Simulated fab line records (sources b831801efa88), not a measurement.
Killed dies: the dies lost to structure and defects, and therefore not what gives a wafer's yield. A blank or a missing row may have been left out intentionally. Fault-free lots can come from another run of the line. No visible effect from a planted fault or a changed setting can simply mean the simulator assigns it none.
Problem report in the 8D (eight disciplines) form, filled by code :: flow gf180mcu :: the parts of the form that need people (team, actions taken, sign-off) are left out

== 1. PROBLEM STATEMENT ==
Mean of run-length-s at GF_POLY_GATE_SOFTBAKE_06: 96.42 s across 6 wafers in 2 lots; on wafers with no fault it is 89.24 s (standard deviation 0.27). That is +27 standard deviations from the usual mean.
The step: time 60 s.
First observed at day 10 20:00: wafer L177.1, on litho-track-03. The record has a number at this step for 42 wafers belonging to 14 lots. Rule for "out" (also "out of limits"): further than 4 standard deviations from the usual mean. The rest of the wafers with a number are treated as sound.

== 2. WHAT IT IS, AND WHAT IT ISN'T ==
question: which readings at this step
is: run-length-s
is not: heater-power-total-W

question: which lots
is: L177, L178
is not: L171, L173, L174, L176, L186, L187, L188, L189, L190, L191, L192, L193

question: which wafers of those lots
is: all that have a number
is not: -

question: read on which tools
is: litho-track-03
is not: litho-track-01, litho-track-02

question: when
is: from day 10 20:00
is not: up to then (12 sound wafers); but 24 sound wafers of L186, L187, L188, L189, L190, L191, L192, L193 came after

== 3. WHAT RULES OUT EACH SUSPECT ==
Counting: a tool at a process step up to the reading stays a suspect if it ran every lot that is out and no sound lot after the first of them.
- litho-track-03 at GF_POLY_GATE_SOFTBAKE_06 (time 60 s): ruled out as a lasting fault. The sound lots L189 went through it after L177, its earliest lot that is out (day 10 20:00).
Left after counting: nothing in the record.

== 4. THE CAUSE (what the simulator had put in) ==
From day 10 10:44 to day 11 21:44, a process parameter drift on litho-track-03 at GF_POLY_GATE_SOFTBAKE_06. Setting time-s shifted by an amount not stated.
Counting ruled it out, wrongly.

== 5. THE CHAIN OF EFFECTS, in route order ==
Each row: a reading where the mean over the struck wafers with a number is more than 3 standard deviations away from the usual. Only readings whose record carries a usual standard deviation are examined. hours: median over the lots of the time between each lot's start at the first step of this table that gives one and its start at this step. sigmas: the change, counted in usual standard deviations.
hours: 0
step: GF_POLY_GATE_SOFTBAKE_06
reading: run-length-s
usual: 89.24 s
on struck wafers: 96.42
change: +7.18
sigmas: +27
It contains these process steps:
- GF_POLY_GATE_SOFTBAKE_06: time 60 s.
Later steps that measure or inspect, where all struck wafers having a row at the step show a number for every such reading and not one has moved that far: GF_PSD_OVL_MEAS_08, GF_CONTACT_THK_MEAS_03.

== 6. WHAT WOULD HAVE CAUGHT IT SOONER ==
The fault began at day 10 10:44; the first out-of-limits reading in this record came at day 10 20:00, 9 hours later.
